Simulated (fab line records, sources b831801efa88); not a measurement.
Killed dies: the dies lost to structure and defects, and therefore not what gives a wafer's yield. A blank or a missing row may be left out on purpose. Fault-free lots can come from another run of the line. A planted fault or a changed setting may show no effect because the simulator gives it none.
What tool caused it?	flow sky130	14 lots, 42 wafers sampled, at 4 steps of a route of 708

== WHAT THE GAUGES READ, wafer by wafer ==
SKY_VT_ADJUST_LVTN_OVL_MEAS_07. Usual: VT_ADJUST_LVTN_OVL typically reads 0.9 nm, with standard deviation 1.1.
lot	measured	on	VT_ADJUST_LVTN_OVL (nm)	flag
L741	day 7 11:59	overlay-02	2.4 1.7 1.3	
L739	day 7 17:08	overlay-02	-0.7 0.9 -0.4	
L743	day 8 06:04	overlay-01	-0.7 2.3 1.7	
L745	day 8 10:37	overlay-01	0.4 0.6 0.8	
L744	day 8 12:25	overlay-01	0.2 0.9 0.4	
L746	day 8 20:49	overlay-01	0.1 -0.3 0.9	
L747	day 9 03:52	overlay-01	1.8 2.3 3.0	
L750	day 9 22:37	overlay-01	0.2 -0.1 1.0	
L752	day 10 09:58	overlay-02	-0.4 1.6 2.0	
L754	day 10 23:20	overlay-01	0.9 0.0 0.2	
L757	day 11 19:46	overlay-01	0.7 -0.6 0.7	
L758	day 12 02:13	overlay-01	-0.1 -0.5 1.4	
L761	day 13 04:19	overlay-01	2.3 2.0 1.7	
L762	day 13 14:42	overlay-01	2.8 2.3 3.7	

SKY_VT_ADJUST_HVTR_TW_MEAS_11. Usual: VT_ADJUST_HVTR_TW typically reads 212.1, with standard deviation 1.5.
lot	measured	on	VT_ADJUST_HVTR_TW	flag
L741	day 10 05:17	filmMetro-04	212.4 211.8 211.8	
L739	day 10 09:20	filmMetro-01	215.4 213.4 214.0	
L743	day 10 23:47	filmMetro-04	210.8 211.0 210.6	
L745	day 11 05:25	filmMetro-03	212.9 212.6 212.2	
L744	day 11 06:19	filmMetro-04	209.9 209.2 210.6	
L746	day 11 16:40	filmMetro-01	212.0 212.5 212.6	
L747	day 12 01:04	filmMetro-03	211.7 211.2 210.1	
L750	day 12 22:07	filmMetro-01	213.9 215.1 215.2	
L752	day 13 14:58	filmMetro-03	212.8 213.0 213.8	
L754	day 13 21:56	filmMetro-03	212.6 214.0 213.3	
L757	day 14 19:34	filmMetro-04	211.0 211.7 210.5	
L758	day 15 03:28	filmMetro-04	210.0 210.7 211.4	
L761	day 16 08:13	filmMetro-04	210.5 212.1 210.4	
L762	day 16 18:02	filmMetro-03	212.5 211.4 212.3	

SKY_METAL2_RS_MEAS_05: uses a four-point probe to measure. Usual: METAL2_ALCU_RS typically reads 0.1270 ohm/sq, with standard deviation 0.0015.
lot	measured	on	METAL2_ALCU_RS (ohm/sq)	flag
L741	day 35 05:44	filmMetro-02	0.1261 0.1270 0.1277	
L739	day 35 01:37	filmMetro-01	0.1270 0.1283 0.1276	
L743	day 37 01:49	filmMetro-01	0.1260 0.1278 0.1272	
L745	day 37 03:08	filmMetro-01	0.1281 0.1289 0.1287	
L744	day 37 02:49	filmMetro-03	0.1274 0.1292 0.1259	
L746	day 37 03:58	filmMetro-01	0.1248 0.1243 0.1252	
L747	day 37 05:08	filmMetro-02	0.1264 0.1275 0.1271	
L750	day 37 15:31	filmMetro-02	0.1275 0.1257 0.1262	
L752	day 38 02:42	filmMetro-01	0.1269 0.1261 0.1267	
L754	day 38 17:05	filmMetro-01	0.1290 0.1267 0.1249	
L757	day 39 14:56	filmMetro-03	0.1272 0.1288 0.1288	
L762	day 41 04:19	filmMetro-01	0.1288 0.1284 0.1271	

== WHAT TOOL EACH LOT RAN ON (gives the tool, then ch and the chambers of the sampled wafers, and finally the start) ==
lot	SKY_GATE_OXIDE_WET_ETCH_12
L741	wetBench-02 ch 0, day 14 17:18
L739	wetBench-03 ch 0, day 14 17:26
L743	wetBench-02 ch 3, day 16 19:45
L745	wetBench-02 ch 3, day 16 21:14
L744	wetBench-03 ch 3, day 16 21:48
L746	wetBench-03 ch 3, day 16 23:59
L747	wetBench-01 ch 1, day 17 00:17
L750	wetBench-02 ch 2, day 17 12:29
L752	wetBench-01 ch 2, day 18 06:03
L754	wetBench-03 ch 3, day 19 03:51
L757	wetBench-02 ch 0, day 20 00:18
L758	wetBench-01 ch 3, day 20 20:41
L761	wetBench-01 ch 2, day 21 19:32
L762	wetBench-03 ch 3, day 22 00:14
- SKY_GATE_OXIDE_WET_ETCH_12: etches SiO2 in dHF, target depth 16.8 nm, time 336 s.

== AS READ BY THE TOOLS THEMSELVES (means over the sampled wafers that have a number; for cases with no such wafer, the mark the record gives instead) ==
SKY_GATE_OXIDE_WET_ETCH_12. Usual: runLengthS 363 s, standard deviation 3.1.
lot	tool	runLengthS (s)	flag
L741	wetBench-02	361	
L739	wetBench-03	362	
L743	wetBench-02	361	
L745	wetBench-02	361	
L744	wetBench-03	362	
L746	wetBench-03	363	
L747	wetBench-01	361	
L750	wetBench-02	361	
L752	wetBench-01	370	
L754	wetBench-03	370	
L757	wetBench-02	370	
L758	wetBench-01	198	OFF
L761	wetBench-01	192	OFF
L762	wetBench-03	363	

== THE ANSWER, worked out from the rows above alone ==
Rule: take the mean of a lot's wafers that have a number; if it is more than 3 standard deviations from the usual mean, the lot is off. Also off: a lot with no number at a reading for which 4 or more lots have one. All remaining lots with rows at the step are treated as sound. Order of review: gauges by route order, followed by the tools' own readings, for which a lot's mean as printed above is used. The first step at which some lot is off is used, and at that step the reading that is off furthest; a lot without a number counts as furthest.
Off: L758, L761 (SKY_GATE_OXIDE_WET_ETCH_12, runLengthS).
If a tool, at that step or one of the process steps before it, ran each lot that is off and ran no sound lot following the first of them, it fits. One fits: wetBench-01 at SKY_GATE_OXIDE_WET_ETCH_12. Its last sound lot is L752 (day 18 06:03), its first lot that is off L758 (day 20 20:41): a fault that began between those two fits.
On the lots that are off, the tool's own readings at SKY_GATE_OXIDE_WET_ETCH_12 differ by more than 5 times the standard deviation of the sound lots' means, which bears it out; runLengthS reads 195 s there versus 364 s on the sound lots.

== WHAT HAD BEEN PUT IN BY THE SIMULATOR ==
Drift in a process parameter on wetBench-01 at SKY_GATE_OXIDE_WET_ETCH_12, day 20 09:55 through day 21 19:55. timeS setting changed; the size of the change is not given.
Lots struck among those shown: L758, L761. The rule above found the same.
